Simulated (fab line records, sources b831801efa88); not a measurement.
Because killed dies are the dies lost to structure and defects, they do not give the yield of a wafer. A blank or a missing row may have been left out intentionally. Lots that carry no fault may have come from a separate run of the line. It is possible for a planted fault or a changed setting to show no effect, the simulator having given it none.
Struck lot and sound lot, side by side | flow sky130 | 18 steps out of a route of 708
Sound: these wafers, L567.2, L567.3, L567.4. Struck: wafers L572.1, L572.3, L572.5. The cause is given at the end.
Each step with rows lists, per side, the tool, then ch with its chambers, then its first start. Under that, the readings that differ: sound wafers | struck wafers | difference of the means | sigmas: that difference in standard deviations of wafers without a fault.
alike: readings whose means differ by less than 2 such deviations, and words and numbers that are the same on both sides. not compared: withheld readings, readings that some wafer has no value for, bounds like >300 that may hide the same value, and numbers for which the record gives no deviation and whose values overlap.
A row with sigmas, a row that says differs or no value, or rows on one side alone: a step with any of these is where the two part. Numbers that don't overlap but have no deviation are shown without sigmas and don't part them. Lack of a reading on every wafer of one side parts them only where that side has two or more wafers.

SKY_POLY_GATE_ETCH_15: etches BARC in N2/H2, stops on SiO2, time 118.5 s, target depth 110 nm.
  sound on rie diel-01 ch 1,2,3, day 20 11:49; struck on rie diel-04 ch 1,2, day 22 01:49
  alike: drypump motor current A, oes product au, throttle valve pct
  not compared: rf hours counter h
SKY_POLY_GATE_ETCH_16: etches Si3N4 in CH3F/O2, stops on poly-Si, time 147.5 s, target depth 75 nm.
  sound on rie diel-01 ch 1,2,3, day 20 11:54; struck on rie diel-04 ch 1,2, day 22 01:54
  alike: drypump motor current A, oes product au, throttle valve pct
  not compared: rf hours counter h
SKY_POLY_GATE_ETCH_17: etches poly-Si in HBr/Cl2, stops on SiO2, target depth 180 nm, time 70.5 s.
  sound on rie si-01 ch 1,2,3, day 20 11:59; struck on rie si-02 ch 2,3, day 22 02:00
  alike: drypump motor current A, he backside leak sccm, oes product au, throttle valve pct
  not compared: rf hours counter h
SKY_POLY_GATE_STRIP_18: strips in O2/N2.
  sound on plasma asher-02 ch 0,1, day 20 12:03; struck on plasma asher-01 ch 0,1, day 22 02:04
  alike: drypump motor current A, oes product au, strip time to endpoint s
  not compared: rf hours counter h
then, 2 steps without rows for these wafers: SKY_POLY_GATE_CLEAN_19 (cleans in SC1/SC2, time 150 s); SKY_POLY_GATE_OXIDATION_20 (stabilise 600 s, purge 300 s, target thk 4 nm).
SKY_POLY_GATE_THK_MEAS_21:
  sound: film metro-02 at day 20 14:45; struck: film metro-04 at day 22 03:28
  alike: POLY_GATE_OXIDATION_THK
SKY_POLY_GATE_CD_MEAS_22:
  sound: cd sem-01 at day 20 14:50; struck: cd sem-01 at day 22 03:31
  alike: cd nm
then, 4 steps without rows for these wafers: SKY_LDD_N_DEHYDRATE_00 (time 60 s); SKY_LDD_N_HMDS_01 (prime time 60 s); SKY_LDD_N_COAT_02 (resist thk 300 nm); SKY_LDD_N_SOFTBAKE_03 (time 60 s).
SKY_LDD_N_EXPOSE_04: exposes mask NTM, target cd 840 nm.
  sound on iline stepper-02 ch 0, day 21 06:53; struck on iline stepper-01 ch 0, day 22 18:59
  reading                       | sound                | struck         | difference | sigmas
  model.LDD_N.overlay x nm (nm) | -2.113 -2.113 -2.113 | 49.7 49.7 49.7 | +51.8      |
  alike: mask, reticle temp C
then, 2 steps without rows for these wafers: SKY_LDD_N_PEB_05; SKY_LDD_N_DEVELOP_06 (develop time 60 s).
SKY_LDD_N_OVL_MEAS_07:
  sound: overlay-01 at day 21 22:43; struck: overlay-02 at day 23 10:28
  reading        | sound          | struck         | difference | sigmas
  LDD_N_OVL (nm) | -2.6 -2.2 -1.6 | 49.6 48.9 48.2 | +51.0      | +39
next, for these wafers, 1 step has no rows: SKY_LDD_N_IMPLANT_08.
-- here the record skips 27 days between the struck wafers' starts before and after, leaving off in module LDD_N and picking up in module PAD_OPEN (first step shown: number 708 of the route) --
SKY_PAD_OPEN_PROBE_99:
  sound: prober-02 at day 49 04:29; struck: prober-01 at day 50 06:45
  alike: killed_at_M0_to_M3, killed_at_M4_up, killed at contacts, killed at front end, killed at other, killed dies, killed open, killed short

== WHERE THEY PART ==
Only at SKY_LDD_N_OVL_MEAS_07, within this record. Later steps at which nothing parts them and some readings are alike: SKY_PAD_OPEN_PROBE_99.

WHY: what the simulator had put in
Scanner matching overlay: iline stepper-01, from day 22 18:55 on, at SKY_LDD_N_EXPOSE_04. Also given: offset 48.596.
